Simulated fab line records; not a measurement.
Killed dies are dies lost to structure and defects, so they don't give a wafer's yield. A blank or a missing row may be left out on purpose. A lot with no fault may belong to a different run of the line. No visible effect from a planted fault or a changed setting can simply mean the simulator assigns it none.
Which tool is to blame? || flow gf180mcu || 18 wafers sampled from 6 lots at 1 step of a route of 602

WHAT THE GAUGES SHOWED, per wafer
GF_DUAL_GATE_OVL_MEAS_11.
{"lot": "L269", "measured": "day 8 16:55", "on": "overlay-01", "DUAL_GATE_OVL (nm)": "2.7 1.6 1.0"}
{"lot": "L275", "measured": "day 10 09:22", "on": "overlay-01", "DUAL_GATE_OVL (nm)": "1.5 -1.5 -0.9"}
{"lot": "L282", "measured": "day 12 09:10", "on": "overlay-02", "DUAL_GATE_OVL (nm)": "-2.6 -2.2 -2.9"}
{"lot": "L284", "measured": "day 13 01:35", "on": "overlay-02", "DUAL_GATE_OVL (nm)": "0.5 0.6 -1.0"}
{"lot": "L287", "measured": "day 14 01:02", "on": "overlay-02", "DUAL_GATE_OVL (nm)": "-0.2 -0.6 -0.1"}
{"lot": "L289", "measured": "day 14 09:41", "on": "overlay-01", "DUAL_GATE_OVL (nm)": "2.6 0.0 0.4"}

EACH LOT AND THE TOOL THAT RAN IT (in order: tool; ch and the chambers of the sampled wafers; start)
No process step before these readings appears in the record.

THE ANSWER, worked out from the rows above alone
Rule: what is usual is taken from the lots themselves. Put in order of their means at a reading, lots are off if they are a third of the lots or fewer, leave a main group of 4 or more, and stand apart from it by a gap of 3 or more times the standard deviation of the main group's means; of several such gaps the widest counts. The tables above print the reading to a certain number of digits; a main group whose means all agree to those digits is not used. Also off: a lot with no number at a reading for which 4 or more lots have one. The other lots that the step has rows for count as sound.
No lot is off on any of the readings shown, so nothing can be concluded from this.

WHAT THE SIMULATOR PUT IN
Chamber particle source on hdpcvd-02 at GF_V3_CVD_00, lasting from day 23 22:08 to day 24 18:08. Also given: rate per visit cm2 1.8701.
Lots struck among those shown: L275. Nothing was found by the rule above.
